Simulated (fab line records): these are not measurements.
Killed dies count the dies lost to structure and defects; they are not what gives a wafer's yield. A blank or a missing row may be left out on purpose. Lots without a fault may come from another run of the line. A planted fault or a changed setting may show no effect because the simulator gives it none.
Comparing a struck lot with a sound one    flow sky130    17 steps out of a route of 708
Sound: wafers L740.4, L740.5, L740.6. Wafers L746.2, L746.4, L746.6 were the ones struck. The cause is given at the end.
At each step with rows: each side's tool, then ch and its chambers, then its first start. Under that, the readings that differ: sound wafers    struck wafers    difference of the means    sigmas: that difference in standard deviations of wafers without a fault.
alike: words and numbers the same on both sides, and readings whose means are apart by under 2 such deviations; not compared: readings that were withheld, readings missing a value for some wafer, numbers with overlapping values and no deviation given by the record, and bounds like >300 which may hide the same value.
A row with sigmas, a row that says differs or no value, or rows on one side alone: a step with any of these is where the two part. Numbers that have no deviation but don't overlap get no sigmas and don't part them. A reading that every wafer of one side lacks parts them only if that side has two wafers or more.

SKY_LDD_P_OVL_MEAS_08:
  sound: overlay-01 at day 22 14:18; struck: overlay-01 at day 24 08:01
  alike: LDD_P_OVL
following that, these wafers have no rows for 1 step: SKY_LDD_P_IMPLANT_09.
SKY_LDD_P_STRIP_10: strips in O2/N2.
  sound on plasma_asher-02 ch 0,1, day 22 14:31; struck on plasma_asher-03 ch 0,1, day 24 08:11
  alike: chamber_pressure_mTorr, drypump_motor_current_A, oes_product_au, strip_time_to_endpoint_s
  not compared: rf_hours_counter_h
SKY_LDD_P_TW_MEAS_11:
  sound: film_metro-04 at day 22 14:36; struck: film_metro-03 at day 24 08:18
  alike: LDD_P_TW
then, 7 steps without rows for these wafers: SKY_LDD_HVN_DEHYDRATE_00 (time 60 s); SKY_LDD_HVN_HMDS_01 (prime time 60 s); SKY_LDD_HVN_COAT_02 (resist thk 300 nm); SKY_LDD_HVN_SOFTBAKE_03 (time 60 s); SKY_LDD_HVN_EXPOSE_04 (exposes mask HVNTM, target cd 700 nm); SKY_LDD_HVN_PEB_05; SKY_LDD_HVN_DEVELOP_06 (develop time 60 s).
SKY_LDD_HVN_OVL_MEAS_07:
  sound: overlay-02 at day 23 20:53; struck: overlay-01 at day 25 14:13
  alike: LDD_HVN_OVL
SKY_LDD_HVN_IMPLANT_08:
  sound on implanter-04 ch 0, day 23 20:59; struck on implanter-04 ch 0, day 25 14:17
reading                           sound                          struck                            difference   sigmas
dose_ions_cm2                     3.003e+13 3.003e+13 3.007e+13  2.3967e+14 2.3965e+14 2.3972e+14  +2.0964e+14  +99 or more
end_station_pressure_torr (Torr)  5.15e-06 5.1e-06 4.84e-06      6.04e-06 5.95e-06 5.69e-06        +8.63e-07    +3
faraday_current_uA                166 168 167                    1358 1293 1380                    +1177        +99 or more
SKY_LDD_HVN_STRIP_09: strips in O2/N2.
  sound on plasma_asher-01 ch 0,1, day 23 21:05; struck on plasma_asher-01 ch 0, day 25 14:24
  alike: chamber_pressure_mTorr, drypump_motor_current_A, oes_product_au, strip_time_to_endpoint_s
  not compared: rf_hours_counter_h
SKY_LDD_HVN_TW_MEAS_10:
  sound: film_metro-01 at day 23 21:11; struck: film_metro-02 at day 25 14:31
reading     sound           struck          difference  sigmas
LDD_HVN_TW  1423 1425 1423  2715 2722 2725  +1297       +99 or more
then, 1 step without rows for these wafers: SKY_LDD_HVP_DEHYDRATE_00 (time 60 s).
-- record jumps: 24 days separate the struck wafers' starts on either side; left off in module LDD_HVP, taken up again in module PAD_OPEN, whose first shown step is the route's number 708 --
SKY_PAD_OPEN_PROBE_99:
  sound: prober-01 at day 48 06:21; struck: prober-02 at day 49 06:05
reading                                 sound              struck             difference  sigmas
model.etest.tip_n_5v.rs_ohm_sq          1389 1386 1401     292.6 289.3 291.1  -1101.0     
model.etest.nfet_g5v0d10v5.r_on_ohm_um  1865 1845 1882     1472 1482 1452     -395        
model.etest.nfet_g5v0d10v5.drive_ua_um  610 604.9 607.8    699.2 708.4 707.1  +97.3       
model.etest.nfet_05v0_nvt.drive_ua_um   579.2 581.5 577.3  612.6 612.4 616.3  +34.4       
model.etest.tip_n_5v.rs_ohm_sq_range    27.89 20.71 29.57  5.615 5.613 7.595  -19.782     
model.etest.res_ndiff_hv.rs_ohm_sq      112.6 113.5 112.5  98.85 99.22 98.36  -14.06      
model.etest.ring_5v.delay_ps            44.53 44.19 45.11  41.33 41.63 41.32  -3.18       
  alike: killed_at_M0_to_M3, killed_at_M4_up, killed_at_contacts, killed_at_front_end, killed_at_other, killed_dies, killed_open, killed_short
  not compared: model.etest.nfet_16v.drive_ua_um

## WHERE THEY PART
Earliest at SKY_LDD_HVN_IMPLANT_08; latest, in this record, at SKY_LDD_HVN_TW_MEAS_10. Later steps at which nothing parts them and some readings are alike: SKY_PAD_OPEN_PROBE_99.

WHY: what had been put in by the simulator
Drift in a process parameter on implanter-04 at SKY_LDD_HVN_IMPLANT_08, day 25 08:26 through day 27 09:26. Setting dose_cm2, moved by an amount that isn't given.
